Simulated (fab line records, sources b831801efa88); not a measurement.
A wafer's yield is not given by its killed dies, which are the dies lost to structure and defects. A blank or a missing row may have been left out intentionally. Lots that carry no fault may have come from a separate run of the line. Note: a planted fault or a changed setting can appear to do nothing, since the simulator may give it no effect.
fab line records | flow sky130
record lots=12 | wafers=33 | lastDay=50
route steps=708 shown FIELD_ISO@5 VT_ADJUST_HVTP@92 CONTACT@430
lots that met no fault: from a run of the same line without faults
startH: start of the lot's first displayed wafer, in hours after the record's first day | waitH: hours from the lot's prior step to this one | " the same as in the row above | L1.1+2: several wafers, shown together as one row | - no value, or no start was given | * or withheld: withheld | < > ~ a bound
route shown NAME@n: NAME is a module with steps in the file, n the number in the route of the first one | usual: mean/standard deviation taken from wafers without a fault | same: alike in all rows | chamber/n: place in a boat | sites: readings site by site | _std_site: the values' standard deviation | _edge_site: mean of outer sites minus mean of inner sites | radiusMm: how far each site lies from the wafer's centre | mask NAME#n: copy n | behind: the tool/chamber that last shaped the wafer | hold: reason for holding the lot/hours on hold/outcome of the hold | device: the transistor (n, p or np) that didn't switch | end of line: tests run on the same wafers once the route is complete | a step without rows: its recipe alone | killed: the dies lost at the first sort to structure and to defects; this is not the yield of the wafer | map: the dies of a wafer, with x for killed, . for not killed, _ for no die there
set.NAME: setting as actually run; set.NAME@STEP: the setting as run at that earlier step | model.NAME: the simulator's own value behind a step, which no gauge read
the route's steps for a sample of lots (tables are steps, rows are wafers)
services: when a tool's chamber went out of use (startH, in hours from the record's first day, below 0 if earlier), for how many hours, and the reason
## steps
# step SKY_FIELD_ISO_THK_MEAS_04
# recipe reads=Si3N4_of_FIELD_ISO_CVD_03
# usual FIELD_ISO_CVD_03_THK=165.8/1.8
lot.wafer | tool         | chamber | startH | waitH | FIELD_ISO_CVD_03_THK[nm]
L633.1    | filmMetro-01 | -       | 19.63  | 0.0   | 168.8
L633.4    | "            | -       | "      | "     | 168.7
L633.5    | "            | -       | "      | "     | 167.8
L638.1    | filmMetro-04 | -       | 51.55  | 0.0   | 164.5
L638.3    | "            | -       | "      | "     | 164.7
L639.1    | filmMetro-01 | -       | 53.34  | 0.0   | 163.7
L639.3    | "            | -       | "      | "     | 162.8
L640.2    | filmMetro-04 | -       | 59.76  | 0.0   | 163.6
L640.3    | "            | -       | "      | "     | 164.9
L640.4    | "            | -       | "      | "     | 166.0
L641.3    | filmMetro-01 | -       | 59.77  | 0.0   | 164.6
L641.6    | "            | -       | "      | "     | 165.0
L644.1    | filmMetro-03 | -       | 79.60  | 0.0   | 165.6
L644.2    | "            | -       | "      | "     | 166.3
L644.6    | "            | -       | "      | "     | 163.9
L648.2    | filmMetro-04 | -       | 97.21  | 0.0   | 166.7
L648.4    | "            | -       | "      | "     | 166.6
L648.5    | "            | -       | "      | "     | 167.0
L649.3    | filmMetro-03 | -       | 101.26 | 0.0   | 166.1
L649.4    | "            | -       | "      | "     | 165.0
L649.6    | "            | -       | "      | "     | 166.9
L650.1    | filmMetro-03 | -       | 104.62 | 0.0   | 168.6
L650.4    | "            | -       | "      | "     | 167.6
L650.5    | "            | -       | "      | "     | 168.2
L651.1    | filmMetro-04 | -       | 108.82 | 0.0   | 167.8
L651.4    | "            | -       | "      | "     | 166.2
L651.5    | "            | -       | "      | "     | 166.1
L653.1    | filmMetro-03 | -       | 118.88 | 0.0   | 169.7
L653.3    | "            | -       | "      | "     | 168.6
L653.5    | "            | -       | "      | "     | 169.2
L654.1    | filmMetro-01 | -       | 125.53 | 0.0   | 167.6
L654.2    | "            | -       | "      | "     | 166.3
L654.6    | "            | -       | "      | "     | 167.2
# step SKY_FIELD_ISO_STRIP_16
# recipe chemistry=O2/N2 | powerW=1400 | pressureMtorr=1500 | platenTempC=withheld | o2FlowSccm=3000 | n2FlowSccm=300 | overashFraction=0.5
# usual drypumpMotorCurrentA=5.6/0.47 | oesProductAu=0.378/0.005 | stripTimeToEndpointS=3.539/0.025
lot.wafer | tool           | chamber | startH | waitH | drypumpMotorCurrentA | oesProductAu | rfHoursCounterH | stripTimeToEndpointS
L633.1    | plasmaAsher-03 | 0       | 32.32  | 0.0   | 6.1                  | 0.371        | 23              | 3.501
L633.4    | "              | 1       | "      | "     | 5.6                  | 0.383        | -               | 3.557
L633.5    | "              | 0       | "      | "     | 6.2                  | 0.377        | -               | 3.521
L638.1    | plasmaAsher-02 | 0       | 66.21  | 0.0   | 4.7                  | 0.383        | 33              | 3.552
L638.3    | "              | 0       | "      | "     | 4.8                  | 0.381        | -               | 3.581
L639.1    | plasmaAsher-04 | 1       | 68.72  | 0.0   | 6.0                  | 0.374        | 41              | 3.545
L639.3    | "              | 0       | "      | "     | 5.2                  | 0.378        | -               | 3.574
L640.2    | plasmaAsher-02 | 1       | 75.42  | 0.0   | 5.9                  | 0.386        | 34              | 3.564
L640.3    | "              | 1       | "      | "     | 5.9                  | 0.381        | -               | 3.583
L640.4    | "              | 0       | "      | "     | 4.8                  | 0.378        | -               | 3.583
L641.3    | plasmaAsher-04 | 0       | 75.80  | 0.1   | 5.2                  | 0.375        | -               | 3.521
L641.6    | "              | 0       | "      | "     | 5.2                  | 0.380        | -               | 3.547
L644.1    | plasmaAsher-03 | 0       | 95.46  | 0.0   | 6.1                  | 0.371        | 29              | 3.542
L644.2    | "              | 1       | "      | "     | 5.6                  | 0.376        | 29              | 3.538
L644.6    | "              | 1       | "      | "     | 5.6                  | 0.375        | -               | 3.549
L648.2    | plasmaAsher-04 | 1       | 115.01 | 0.0   | 6.0                  | 0.374        | 46              | 3.523
L648.4    | "              | 0       | "      | "     | 5.2                  | 0.378        | -               | 3.504
L648.5    | "              | 0       | "      | "     | 5.2                  | 0.378        | -               | 3.495
L649.3    | plasmaAsher-02 | 0       | 119.96 | 0.1   | 4.8                  | 0.378        | -               | 3.552
L649.4    | "              | 1       | "      | "     | 5.9                  | 0.377        | -               | 3.516
L649.6    | "              | 1       | "      | "     | 5.9                  | 0.376        | -               | 3.507
L650.1    | plasmaAsher-04 | 0       | 123.26 | 0.0   | 5.2                  | 0.371        | 47              | 3.576
L650.4    | "              | 1       | "      | "     | 6.0                  | 0.379        | -               | 3.586
L650.5    | "              | 1       | "      | "     | 6.0                  | 0.380        | -               | 3.579
L651.1    | plasmaAsher-03 | 1       | 127.67 | 0.0   | 5.6                  | 0.382        | 32              | 3.474
L651.4    | "              | 1       | "      | "     | 5.6                  | 0.387        | -               | 3.523
L651.5    | "              | 1       | "      | "     | 5.6                  | 0.380        | -               | 3.525
L653.1    | plasmaAsher-04 | 1       | 137.67 | 0.0   | 6.0                  | 0.379        | 48              | 3.560
L653.3    | "              | 1       | "      | "     | 6.0                  | 0.376        | -               | 3.524
L653.5    | "              | 1       | "      | "     | 6.0                  | 0.380        | -               | 3.539
L654.1    | plasmaAsher-02 | 0       | 144.86 | 0.0   | 4.7                  | 0.372        | 2               | 3.525
L654.2    | "              | 1       | "      | "     | 5.9                  | 0.374        | 2               | 3.529
L654.6    | "              | 1       | "      | "     | 5.9                  | 0.382        | -               | 3.520
# step SKY_VT_ADJUST_HVTP_CD_MEAS_07
# recipe targetCdNm=380
# usual cdNm=379.9/2.5
lot.wafer | tool     | chamber | startH | waitH | cdNm
L633.1    | cdSem-02 | -       | 144.95 | 0.1   | 379.8
L633.4    | "        | -       | "      | "     | 379.6
L633.5    | "        | -       | "      | "     | 381.4
L638.1    | cdSem-01 | -       | 187.29 | 0.1   | 382.8
L638.3    | "        | -       | "      | "     | 380.5
L639.1    | cdSem-02 | -       | 187.35 | 0.1   | 376.6
L639.3    | "        | -       | "      | "     | 379.5
L641.3    | cdSem-01 | -       | 193.89 | 0.1   | 382.7
L641.6    | "        | -       | "      | "     | 382.2
L640.2    | cdSem-02 | -       | 195.72 | 0.1   | 385.5
L640.3    | "        | -       | "      | "     | 384.1
L640.4    | "        | -       | "      | "     | 382.7
L644.1    | cdSem-02 | -       | 206.64 | 0.1   | 377.9
L644.2    | "        | -       | "      | "     | 381.1
L644.6    | "        | -       | "      | "     | 380.4
L648.2    | cdSem-01 | -       | 224.81 | 0.1   | 383.1
L648.4    | "        | -       | "      | "     | 383.6
L648.5    | "        | -       | "      | "     | 383.2
L649.3    | cdSem-02 | -       | 235.24 | 0.1   | 379.7
L649.4    | "        | -       | "      | "     | 380.4
L649.6    | "        | -       | "      | "     | 379.9
L650.1    | cdSem-02 | -       | 241.14 | 0.1   | 377.3
L650.4    | "        | -       | "      | "     | 378.8
L650.5    | "        | -       | "      | "     | 378.8
L651.1    | cdSem-01 | -       | 244.50 | 0.1   | 375.6
L651.4    | "        | -       | "      | "     | 376.9
L651.5    | "        | -       | "      | "     | 379.1
L653.1    | cdSem-02 | -       | 253.84 | 0.1   | 382.2
L653.3    | "        | -       | "      | "     | 385.4
L653.5    | "        | -       | "      | "     | 384.2
L654.1    | cdSem-01 | -       | 262.25 | 0.1   | 380.5
L654.2    | "        | -       | "      | "     | 380.5
L654.6    | "        | -       | "      | "     | 379.4
# step SKY_CONTACT_CVD_24
# recipe material=W | targetThkNm=340 | timeS=102.12 | tempC=400 | pressureTorr=40
# usual heaterPowerW=869/52
lot.wafer | tool    | chamber | startH | waitH | heaterPowerW
L633.1    | cvdW-01 | 0       | 765.44 | 0.0   | 784
L633.4    | "       | 0       | "      | "     | 763
L633.5    | "       | 1       | "      | "     | 857
L638.1    | cvdW-01 | 0       | 815.75 | 0.0   | 772
L638.3    | "       | 1       | "      | "     | 878
L639.1    | cvdW-01 | 0       | 818.88 | 0.0   | 756
L639.3    | "       | 0       | "      | "     | 765
L641.3    | cvdW-01 | 0       | 826.28 | 0.1   | 770
L641.6    | "       | 1       | "      | "     | 896
L640.2    | cvdW-02 | 0       | 828.30 | 0.0   | 915
L640.3    | "       | 0       | "      | "     | 931
L640.4    | "       | 1       | "      | "     | 850
L644.1    | cvdW-02 | 1       | 862.73 | 0.0   | 877
L644.2    | "       | 0       | "      | "     | 923
L644.6    | "       | 1       | "      | "     | 870
L648.2    | cvdW-02 | 1       | 866.75 | 0.0   | 857
L648.4    | "       | 0       | "      | "     | 903
L648.5    | "       | 0       | "      | "     | 915
L649.3    | cvdW-02 | 0       | 877.48 | 0.1   | 937
L649.4    | "       | 1       | "      | "     | 880
L649.6    | "       | 1       | "      | "     | 864
L650.1    | cvdW-02 | 0       | 878.99 | 0.0   | 912
L650.4    | "       | 1       | "      | "     | 895
L650.5    | "       | 0       | "      | "     | 913
L651.1    | cvdW-02 | 1       | 880.58 | 0.0   | 849
L651.4    | "       | 0       | "      | "     | 924
L651.5    | "       | 1       | "      | "     | 883
L653.1    | cvdW-02 | 0       | 900.93 | 0.0   | 933
L653.3    | "       | 0       | "      | "     | 929
L653.5    | "       | 0       | "      | "     | 905
L654.1    | cvdW-02 | 0       | 905.49 | 0.0   | 909
L654.2    | "       | 1       | "      | "     | 864
L654.6    | "       | 1       | "      | "     | 860
# step SKY_CONTACT_RS_MEAS_25
# recipe thkMeasGauge=four-point-probe | reads=W_of_CONTACT_CVD_24+TiN_of_CONTACT_SPUTTER_23
# usual CONTACT_W_RS=0.336/0.0031
lot.wafer | tool         | chamber | startH | waitH | CONTACT_W_RS[ohm/sq]
L633.1    | filmMetro-01 | -       | 765.55 | 0.1   | 0.338
L633.4    | "            | -       | "      | "     | 0.335
L633.5    | "            | -       | "      | "     | 0.341
L638.1    | filmMetro-03 | -       | 815.86 | 0.1   | 0.334
L638.3    | "            | -       | "      | "     | 0.179
L639.1    | filmMetro-04 | -       | 818.99 | 0.1   | 0.335
L639.3    | "            | -       | "      | "     | 0.180
L641.3    | filmMetro-04 | -       | 826.40 | 0.1   | 0.180
L641.6    | "            | -       | "      | "     | 0.340
L640.2    | filmMetro-04 | -       | 828.43 | 0.1   | 0.336
L640.3    | "            | -       | "      | "     | 0.332
L640.4    | "            | -       | "      | "     | 0.337
L644.1    | filmMetro-01 | -       | 862.84 | 0.1   | 0.336
L644.2    | "            | -       | "      | "     | 0.333
L644.6    | "            | -       | "      | "     | 0.332
L648.2    | filmMetro-04 | -       | 866.88 | 0.1   | 0.336
L648.4    | "            | -       | "      | "     | 0.336
L648.5    | "            | -       | "      | "     | 0.330
L649.3    | filmMetro-03 | -       | 877.59 | 0.1   | 0.328
L649.4    | "            | -       | "      | "     | 0.333
L649.6    | "            | -       | "      | "     | 0.331
L650.1    | filmMetro-01 | -       | 879.10 | 0.1   | 0.336
L650.4    | "            | -       | "      | "     | 0.345
L650.5    | "            | -       | "      | "     | 0.334
L651.1    | filmMetro-04 | -       | 880.69 | 0.1   | 0.339
L651.4    | "            | -       | "      | "     | 0.338
L651.5    | "            | -       | "      | "     | 0.339
L653.1    | filmMetro-01 | -       | 901.04 | 0.1   | 0.334
L653.3    | "            | -       | "      | "     | 0.336
L653.5    | "            | -       | "      | "     | 0.331
L654.1    | filmMetro-01 | -       | 905.60 | 0.1   | 0.339
L654.2    | "            | -       | "      | "     | 0.335
L654.6    | "            | -       | "      | "     | 0.336
# step SKY_CONTACT_THK_MEAS_26
# recipe thkMeasGauge=xrf | reads=W_of_CONTACT_CVD_24
# usual CONTACT_W_THK=350/3.7
lot.wafer | tool         | chamber | startH | waitH | CONTACT_W_THK[nm]
L633.1    | filmMetro-01 | -       | 765.67 | 0.1   | 352
L633.4    | "            | -       | "      | "     | 354
L633.5    | "            | -       | "      | "     | 344
L638.1    | filmMetro-03 | -       | 815.98 | 0.1   | 352
L638.3    | "            | -       | "      | "     | -
L639.1    | filmMetro-04 | -       | 819.11 | 0.1   | 355
L639.3    | "            | -       | "      | "     | -
L641.3    | filmMetro-04 | -       | 826.50 | 0.1   | -
L641.6    | "            | -       | "      | "     | 347
L640.2    | filmMetro-04 | -       | 828.54 | 0.1   | 353
L640.3    | "            | -       | "      | "     | 355
L640.4    | "            | -       | "      | "     | 352
L644.1    | filmMetro-01 | -       | 862.96 | 0.1   | 348
L644.2    | "            | -       | "      | "     | 351
L644.6    | "            | -       | "      | "     | 351
L648.2    | filmMetro-04 | -       | 866.99 | 0.1   | 352
L648.4    | "            | -       | "      | "     | 353
L648.5    | "            | -       | "      | "     | 355
L649.3    | filmMetro-03 | -       | 877.69 | 0.1   | 358
L649.4    | "            | -       | "      | "     | 354
L649.6    | "            | -       | "      | "     | 354
L650.1    | filmMetro-01 | -       | 879.22 | 0.1   | 349
L650.4    | "            | -       | "      | "     | 342
L650.5    | "            | -       | "      | "     | 351
L651.1    | filmMetro-04 | -       | 880.81 | 0.1   | 347
L651.4    | "            | -       | "      | "     | 350
L651.5    | "            | -       | "      | "     | 349
L653.1    | filmMetro-01 | -       | 901.16 | 0.1   | 351
L653.3    | "            | -       | "      | "     | 349
L653.5    | "            | -       | "      | "     | 357
L654.1    | filmMetro-01 | -       | 905.72 | 0.1   | 345
L654.2    | "            | -       | "      | "     | 352
L654.6    | "            | -       | "      | "     | 350
# step SKY_CONTACT_CMP_27
# recipe stopOn=SiO2 | tOverpolishS=15 | downForcePsi=3.5 | platenRpm=60 | targetThkNm=0 | padVelocityMS=0.94248
# usual motorCurrentA=10.7/1.6 | timeToEndpointS=82.8/2.6
lot.wafer | tool   | chamber | startH | waitH | motorCurrentA | timeToEndpointS
L633.4    | cmp-01 | 2       | 765.73 | 0.0   | 11.5          | 82.0
L633.1    | "      | 1       | "      | "     | 11.8          | 81.9
L633.5    | "      | 2       | "      | "     | 11.6          | 81.2
L638.3    | cmp-02 | 0       | 816.09 | 0.1   | 10.8          | 157.1
L638.1    | "      | 1       | "      | "     | 10.4          | 84.2
L639.1    | cmp-01 | 3       | 819.17 | 0.1   | 9.7           | 79.5
L639.3    | "      | 0       | "      | "     | 8.3           | 156.2
L641.3    | cmp-02 | 3       | 826.69 | 0.2   | 10.8          | 151.8
L641.6    | "      | 0       | "      | "     | 10.7          | 86.0
L640.4    | cmp-01 | 3       | 828.64 | 0.1   | 9.5           | 85.9
L640.2    | "      | 0       | "      | "     | 8.1           | 84.9
L640.3    | "      | 1       | "      | "     | 11.3          | 82.8
L644.1    | cmp-01 | 0       | 863.07 | 0.1   | 7.9           | 84.5
L644.2    | "      | 1       | "      | "     | 11.7          | 81.9
L644.6    | "      | 0       | "      | "     | 8.3           | 83.5
L648.2    | cmp-01 | 0       | 867.04 | 0.0   | 8.2           | 86.5
L648.4    | "      | 3       | "      | "     | 9.4           | 80.5
L648.5    | "      | 1       | "      | "     | 12.3          | 83.8
L649.3    | cmp-01 | 0       | 877.73 | 0.0   | 8.1           | 86.1
L649.4    | "      | 3       | "      | "     | 9.5           | 81.8
L649.6    | "      | 1       | "      | "     | 11.3          | 82.3
L650.4    | cmp-02 | 1       | 879.38 | 0.1   | 10.5          | 82.1
L650.1    | "      | 2       | "      | "     | 14.2          | 81.6
L650.5    | "      | 0       | "      | "     | 10.3          | 86.9
L651.1    | cmp-01 | 3       | 880.92 | 0.1   | 9.2           | 78.7
L651.4    | "      | 0       | "      | "     | 7.6           | 82.5
L651.5    | "      | 2       | "      | "     | 11.9          | 81.8
L653.1    | cmp-01 | 0       | 901.32 | 0.1   | 8.3           | 86.1
L653.3    | "      | 1       | "      | "     | 11.2          | 80.0
L653.5    | "      | 3       | "      | "     | 9.6           | 84.1
L654.1    | cmp-02 | 1       | 905.86 | 0.1   | 10.3          | 81.6
L654.2    | "      | 2       | "      | "     | 13.4          | 78.3
L654.6    | "      | 0       | "      | "     | 10.8          | 83.0
## services
tool    | chamber | startH | hours | kind
cvdW-02 | -       | 24.59  | 4.3   | pm
cvdW-02 | -       | 35.97  | 0.3   | repair
cmp-01  | -       | 40.88  | 1.8   | repair
cvdW-02 | 0       | 101.97 | 8.1   | repair
cmp-01  | -       | 181.55 | 5.9   | pm
cvdW-02 | -       | 225.12 | 2.8   | pm
cmp-01  | -       | 232.00 | 4.0   | pm
cmp-01  | -       | 236.00 | 12.6  | pm
cmp-01  | -       | 282.96 | 0.9   | repair
cmp-01  | -       | 290.95 | 0.5   | repair
cvdW-02 | 0       | 303.98 | 1.7   | repair
cmp-01  | -       | 305.38 | 0.5   | repair
cmp-01  | -       | 342.28 | 3.3   | pm
cvdW-02 | -       | 390.00 | 14.0  | pm
cmp-01  | -       | 462.58 | 5.3   | repair
cmp-01  | -       | 498.78 | 1.9   | repair
cmp-01  | -       | 500.37 | 4.0   | repair
cmp-01  | -       | 572.00 | 4.0   | pm
cvdW-02 | -       | 577.99 | 6.9   | pm
cmp-01  | -       | 611.54 | 2.5   | repair
cmp-01  | -       | 630.56 | 0.6   | repair
cmp-01  | -       | 658.16 | 2.2   | repair
cmp-01  | -       | 660.35 | 6.6   | pm
cvdW-02 | -       | 827.84 | 0.3   | repair
## key
firstSign step=SKY_CONTACT_RS_MEAS_25 | reading=CONTACT_W_RS | direction=down | sigmas=50 | usual=0.336 | struck=0.179
effect step=SKY_CONTACT_THK_MEAS_26 | reading=CONTACT_W_THK | direction=missing
effect step=SKY_CONTACT_CMP_27 | reading=timeToEndpointS | direction=up | sigmas=28 | usual=* | struck=*
metAt SKY_CONTACT_CVD_24
struckLots L638,L639,L641
struckWafers L638.3,L639.3,L641.3
testerLeftOut L638,L639,L641
notActingAt SKY_FIELD_ISO_THK_MEAS_04,SKY_FIELD_ISO_STRIP_16,SKY_VT_ADJUST_HVTP_CD_MEAS_07
onsetBetween 765.44 815.75
fault kind=processParameterDrift | tool=cvdW-01 | chamber=- | onsetH=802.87 | steps=SKY_CONTACT_CVD_24 | channel=targetThkNm | offset=295.04 | shape=step | endH=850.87 | scope=struckWafersOnly | actsIn=theseRecipesOnly | stated=340
# testerLeftOut: of these lots the tester's yield and bins aren't shown, on N5 and GAA mostly nor the transistor test; their killed dies are dies lost to structure and defects alone, not to doping, threshold or leakage, so they don't give the yield
